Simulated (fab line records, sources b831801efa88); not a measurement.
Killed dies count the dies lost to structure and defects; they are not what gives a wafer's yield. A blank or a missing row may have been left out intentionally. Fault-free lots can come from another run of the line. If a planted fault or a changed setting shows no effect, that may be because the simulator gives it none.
The tool behind it: which one? || flow sky130 || 12 lots, 36 wafers sampled, at 6 steps of a route of 708

WHAT EACH GAUGE READ, for each wafer
SKY_POLY_CUT_OVL_MEAS_09. Usual: POLY_CUT_OVL 3 nm, standard deviation 5.1.
{"lot": "L492", "measured": "day 24 22:07", "on": "overlay-02", "POLY_CUT_OVL (nm)": "11 2 5", "flag": ""}
{"lot": "L495", "measured": "day 26 02:37", "on": "overlay-02", "POLY_CUT_OVL (nm)": "7 5 8", "flag": ""}
{"lot": "L496", "measured": "day 26 12:11", "on": "overlay-02", "POLY_CUT_OVL (nm)": "-2 3 4", "flag": ""}
{"lot": "L497", "measured": "day 26 14:47", "on": "overlay-02", "POLY_CUT_OVL (nm)": "6 3 6", "flag": ""}
{"lot": "L499", "measured": "day 27 15:20", "on": "overlay-02", "POLY_CUT_OVL (nm)": "11 5 6", "flag": ""}
{"lot": "L500", "measured": "day 28 00:10", "on": "overlay-01", "POLY_CUT_OVL (nm)": "1 6 0", "flag": ""}
{"lot": "L501", "measured": "day 28 07:22", "on": "overlay-01", "POLY_CUT_OVL (nm)": "-3 5 -3", "flag": ""}
{"lot": "L502", "measured": "day 28 10:53", "on": "overlay-02", "POLY_CUT_OVL (nm)": "6 -8 -1", "flag": ""}
{"lot": "L506", "measured": "day 29 21:32", "on": "overlay-02", "POLY_CUT_OVL (nm)": "-4 -3 -7", "flag": ""}
{"lot": "L508", "measured": "day 30 17:44", "on": "overlay-01", "POLY_CUT_OVL (nm)": "5 6 7", "flag": ""}
{"lot": "L510", "measured": "day 31 02:32", "on": "overlay-02", "POLY_CUT_OVL (nm)": "0 -5 3", "flag": ""}
{"lot": "L515", "measured": "day 32 09:14", "on": "overlay-02", "POLY_CUT_OVL (nm)": "5 3 3", "flag": ""}

SKY_SD_P_CD_MEAS_07: target cd 380 nm. Usual: cd_nm at 380.1 nm, with a standard deviation of 2.2.
{"lot": "L492", "measured": "day 26 04:17", "on": "cd_sem-02", "cd_nm (nm)": "382.2 381.8 382.5", "flag": ""}
{"lot": "L495", "measured": "day 27 09:06", "on": "cd_sem-02", "cd_nm (nm)": "381.2 380.5 384.8", "flag": ""}
{"lot": "L496", "measured": "day 27 18:07", "on": "cd_sem-01", "cd_nm (nm)": "375.7 375.6 377.3", "flag": ""}
{"lot": "L497", "measured": "day 27 19:53", "on": "cd_sem-02", "cd_nm (nm)": "382.5 378.4 377.9", "flag": ""}
{"lot": "L499", "measured": "day 28 19:56", "on": "cd_sem-01", "cd_nm (nm)": "379.3 377.6 378.4", "flag": ""}
{"lot": "L500", "measured": "day 29 05:07", "on": "cd_sem-01", "cd_nm (nm)": "381.7 381.3 383.7", "flag": ""}
{"lot": "L501", "measured": "day 29 12:11", "on": "cd_sem-01", "cd_nm (nm)": "377.6 378.8 380.6", "flag": ""}
{"lot": "L502", "measured": "day 29 16:04", "on": "cd_sem-02", "cd_nm (nm)": "379.4 382.9 380.5", "flag": ""}
{"lot": "L506", "measured": "day 31 01:51", "on": "cd_sem-01", "cd_nm (nm)": "377.5 376.0 377.4", "flag": ""}
{"lot": "L508", "measured": "day 31 22:50", "on": "cd_sem-01", "cd_nm (nm)": "377.5 379.3 379.6", "flag": ""}
{"lot": "L510", "measured": "day 32 06:35", "on": "cd_sem-02", "cd_nm (nm)": "382.4 379.1 381.5", "flag": ""}
{"lot": "L515", "measured": "day 33 12:23", "on": "cd_sem-02", "cd_nm (nm)": "381.1 378.6 380.6", "flag": ""}

SKY_SD_N_RS_MEAS_16: measures by four-point-probe. Usual: SD_N_RS 68.63 ohm/sq, standard deviation 0.12.
{"lot": "L492", "measured": "day 28 17:01", "on": "film_metro-04", "SD_N_RS (ohm/sq)": "68.63 68.72 68.58", "flag": ""}
{"lot": "L495", "measured": "day 29 20:33", "on": "film_metro-01", "SD_N_RS (ohm/sq)": "68.58 68.57 68.55", "flag": ""}
{"lot": "L496", "measured": "day 30 06:10", "on": "film_metro-03", "SD_N_RS (ohm/sq)": "68.50 68.50 68.56", "flag": ""}
{"lot": "L497", "measured": "day 30 07:25", "on": "film_metro-01", "SD_N_RS (ohm/sq)": "68.94 68.67 68.66", "flag": ""}
{"lot": "L499", "measured": "day 31 06:44", "on": "film_metro-04", "SD_N_RS (ohm/sq)": "68.91 68.94 69.00", "flag": ""}
{"lot": "L500", "measured": "day 31 14:08", "on": "film_metro-04", "SD_N_RS (ohm/sq)": "68.69 68.81 68.70", "flag": ""}
{"lot": "L501", "measured": "day 31 21:17", "on": "film_metro-03", "SD_N_RS (ohm/sq)": "68.57 68.52 68.76", "flag": ""}
{"lot": "L502", "measured": "day 32 01:55", "on": "film_metro-04", "SD_N_RS (ohm/sq)": "68.50 68.47 68.72", "flag": ""}
{"lot": "L506", "measured": "day 33 11:24", "on": "film_metro-03", "SD_N_RS (ohm/sq)": "68.56 68.85 68.55", "flag": ""}
{"lot": "L508", "measured": "day 34 07:38", "on": "film_metro-04", "SD_N_RS (ohm/sq)": "71.26 71.34 71.18 71.17 71.28 71.22", "flag": "OFF"}
{"lot": "L510", "measured": "day 34 14:05", "on": "film_metro-04", "SD_N_RS (ohm/sq)": "71.30 71.35 71.27 71.41 71.36 71.29", "flag": "OFF"}
{"lot": "L515", "measured": "day 35 20:26", "on": "film_metro-03", "SD_N_RS (ohm/sq)": "68.55 68.58 68.42", "flag": ""}

SKY_SD_N_RS_MEAS_17: measures by four-point-probe. Usual: SD_P_RS 147.2 ohm/sq, standard deviation 0.37.
{"lot": "L492", "measured": "day 28 17:08", "on": "film_metro-04", "SD_P_RS (ohm/sq)": "147.2 147.3 147.5", "flag": ""}
{"lot": "L495", "measured": "day 29 20:40", "on": "film_metro-01", "SD_P_RS (ohm/sq)": "146.5 146.8 146.8", "flag": ""}
{"lot": "L496", "measured": "day 30 06:17", "on": "film_metro-03", "SD_P_RS (ohm/sq)": "146.7 146.8 147.1", "flag": ""}
{"lot": "L497", "measured": "day 30 07:32", "on": "film_metro-01", "SD_P_RS (ohm/sq)": "147.8 147.8 147.6", "flag": ""}
{"lot": "L499", "measured": "day 31 06:51", "on": "film_metro-04", "SD_P_RS (ohm/sq)": "147.9 148.0 148.2", "flag": ""}
{"lot": "L500", "measured": "day 31 14:16", "on": "film_metro-04", "SD_P_RS (ohm/sq)": "147.6 147.3 147.1", "flag": ""}
{"lot": "L501", "measured": "day 31 21:24", "on": "film_metro-03", "SD_P_RS (ohm/sq)": "147.0 147.2 147.1", "flag": ""}
{"lot": "L502", "measured": "day 32 02:02", "on": "film_metro-04", "SD_P_RS (ohm/sq)": "147.0 147.1 146.9", "flag": ""}
{"lot": "L506", "measured": "day 33 11:31", "on": "film_metro-03", "SD_P_RS (ohm/sq)": "147.6 147.4 147.5", "flag": ""}
{"lot": "L508", "measured": "day 34 09:29", "on": "film_metro-04", "SD_P_RS (ohm/sq)": "162.0 162.2 161.9 162.4 162.2 161.9", "flag": "OFF"}
{"lot": "L510", "measured": "day 34 15:58", "on": "film_metro-04", "SD_P_RS (ohm/sq)": "162.2 161.8 162.1 162.5 161.9 162.4", "flag": "OFF"}
{"lot": "L515", "measured": "day 35 20:33", "on": "film_metro-03", "SD_P_RS (ohm/sq)": "147.0 147.4 147.2", "flag": ""}

SKY_LI_CONTACT_THK_MEAS_01. Usual: LI_CONTACT_HDPCVD_THK 918 nm, standard deviation 7.9.
{"lot": "L492", "measured": "day 28 17:31", "on": "film_metro-03", "LI_CONTACT_HDPCVD_THK (nm)": "903 910 924", "flag": ""}
{"lot": "L495", "measured": "day 29 21:02", "on": "film_metro-01", "LI_CONTACT_HDPCVD_THK (nm)": "915 911 912", "flag": ""}
{"lot": "L496", "measured": "day 30 06:38", "on": "film_metro-04", "LI_CONTACT_HDPCVD_THK (nm)": "911 909 920", "flag": ""}
{"lot": "L497", "measured": "day 30 07:52", "on": "film_metro-04", "LI_CONTACT_HDPCVD_THK (nm)": "910 920 910", "flag": ""}
{"lot": "L499", "measured": "day 31 07:14", "on": "film_metro-03", "LI_CONTACT_HDPCVD_THK (nm)": "921 908 911", "flag": ""}
{"lot": "L500", "measured": "day 31 14:37", "on": "film_metro-01", "LI_CONTACT_HDPCVD_THK (nm)": "913 927 928", "flag": ""}
{"lot": "L501", "measured": "day 31 21:45", "on": "film_metro-01", "LI_CONTACT_HDPCVD_THK (nm)": "909 898 916", "flag": ""}
{"lot": "L502", "measured": "day 32 02:23", "on": "film_metro-03", "LI_CONTACT_HDPCVD_THK (nm)": "898 912 908", "flag": ""}
{"lot": "L506", "measured": "day 33 11:52", "on": "film_metro-04", "LI_CONTACT_HDPCVD_THK (nm)": "920 921 917", "flag": ""}
{"lot": "L508", "measured": "day 34 15:22", "on": "film_metro-01", "LI_CONTACT_HDPCVD_THK (nm)": "925 922 924", "flag": ""}
{"lot": "L510", "measured": "day 35 03:04", "on": "film_metro-01", "LI_CONTACT_HDPCVD_THK (nm)": "929 926 924", "flag": ""}
{"lot": "L515", "measured": "day 35 20:53", "on": "film_metro-04", "LI_CONTACT_HDPCVD_THK (nm)": "931 937 922", "flag": ""}

TOOL THAT RAN EACH LOT (tool first, then ch and the chambers of the sampled wafers, then the start)
{"lot": "L492", "SKY_SD_N_RTA_14": "rtp_anneal-01 ch 0, day 28 16:50"}
{"lot": "L495", "SKY_SD_N_RTA_14": "rtp_anneal-02 ch 0, day 29 20:23"}
{"lot": "L496", "SKY_SD_N_RTA_14": "rtp_anneal-01 ch 0, day 30 05:59"}
{"lot": "L497", "SKY_SD_N_RTA_14": "rtp_anneal-02 ch 0, day 30 07:13"}
{"lot": "L499", "SKY_SD_N_RTA_14": "rtp_anneal-02 ch 0, day 31 06:32"}
{"lot": "L500", "SKY_SD_N_RTA_14": "rtp_anneal-01 ch 0, day 31 13:58"}
{"lot": "L501", "SKY_SD_N_RTA_14": "rtp_anneal-02 ch 0, day 31 21:06"}
{"lot": "L502", "SKY_SD_N_RTA_14": "rtp_anneal-01 ch 0, day 32 01:44"}
{"lot": "L506", "SKY_SD_N_RTA_14": "rtp_anneal-01 ch 0, day 33 11:12"}
{"lot": "L508", "SKY_SD_N_RTA_14": "rtp_anneal-01 ch 0, day 34 07:26"}
{"lot": "L510", "SKY_SD_N_RTA_14": "rtp_anneal-01 ch 0, day 34 13:54"}
{"lot": "L515", "SKY_SD_N_RTA_14": "rtp_anneal-02 ch 0, day 35 20:14"}
- SKY_SD_N_RTA_14: time 2 s.

AS READ BY THE TOOLS THEMSELVES (means over the sampled wafers that have a number; for cases with no such wafer, the mark the record gives instead)
SKY_SD_N_RTA_14. Usual: lamp_power_pct 15.74 %, standard deviation 0.058; wafer_temp_C_max 1078.1, standard deviation 1.3.
{"lot": "L492", "tool": "rtp_anneal-01", "lamp_power_pct (%)": 15.73, "wafer_temp_C_max": 1078.5, "flag": ""}
{"lot": "L495", "tool": "rtp_anneal-02", "lamp_power_pct (%)": 15.70, "wafer_temp_C_max": 1079.1, "flag": ""}
{"lot": "L496", "tool": "rtp_anneal-01", "lamp_power_pct (%)": 15.69, "wafer_temp_C_max": 1078.5, "flag": ""}
{"lot": "L497", "tool": "rtp_anneal-02", "lamp_power_pct (%)": 15.74, "wafer_temp_C_max": 1077.5, "flag": ""}
{"lot": "L499", "tool": "rtp_anneal-02", "lamp_power_pct (%)": 15.70, "wafer_temp_C_max": 1078.8, "flag": ""}
{"lot": "L500", "tool": "rtp_anneal-01", "lamp_power_pct (%)": 15.76, "wafer_temp_C_max": 1077.8, "flag": ""}
{"lot": "L501", "tool": "rtp_anneal-02", "lamp_power_pct (%)": 15.72, "wafer_temp_C_max": 1078.1, "flag": ""}
{"lot": "L502", "tool": "rtp_anneal-01", "lamp_power_pct (%)": 15.66, "wafer_temp_C_max": 1077.2, "flag": ""}
{"lot": "L506", "tool": "rtp_anneal-01", "lamp_power_pct (%)": 15.72, "wafer_temp_C_max": 1079.0, "flag": ""}
{"lot": "L508", "tool": "rtp_anneal-01", "lamp_power_pct (%)": 15.73, "wafer_temp_C_max": 1078.1, "flag": ""}
{"lot": "L510", "tool": "rtp_anneal-01", "lamp_power_pct (%)": 15.73, "wafer_temp_C_max": 1078.4, "flag": ""}
{"lot": "L515", "tool": "rtp_anneal-02", "lamp_power_pct (%)": 15.78, "wafer_temp_C_max": 1077.8, "flag": ""}

THE ANSWER, worked out from the rows above alone
Rule: take the mean of a lot's wafers that have a number; if it is more than 3 standard deviations from the usual mean, the lot is off. A lot without any number at a reading at which 4 lots or more have one is off too. All remaining lots with rows at the step are treated as sound. Order of review: gauges by route order, followed by the tools' own readings, for which a lot's mean as printed above is used. The first step at which some lot is off is used, and at that step the reading that is off furthest; a lot without a number counts as furthest.
Off: L508, L510, seen at SKY_SD_N_RS_MEAS_16 (SD_N_RS).
A tool fits if, at a process step before that reading, it ran every lot that is off, and no sound lot after the first of them. Those tools and the gauges at SKY_SD_N_RS_MEAS_16 are tried in the same way. Can't be told from this: 2 tools fit, rtp_anneal-01 at SKY_SD_N_RTA_14, film_metro-04 at SKY_SD_N_RS_MEAS_16.

WHAT THE SIMULATOR HAD INSERTED
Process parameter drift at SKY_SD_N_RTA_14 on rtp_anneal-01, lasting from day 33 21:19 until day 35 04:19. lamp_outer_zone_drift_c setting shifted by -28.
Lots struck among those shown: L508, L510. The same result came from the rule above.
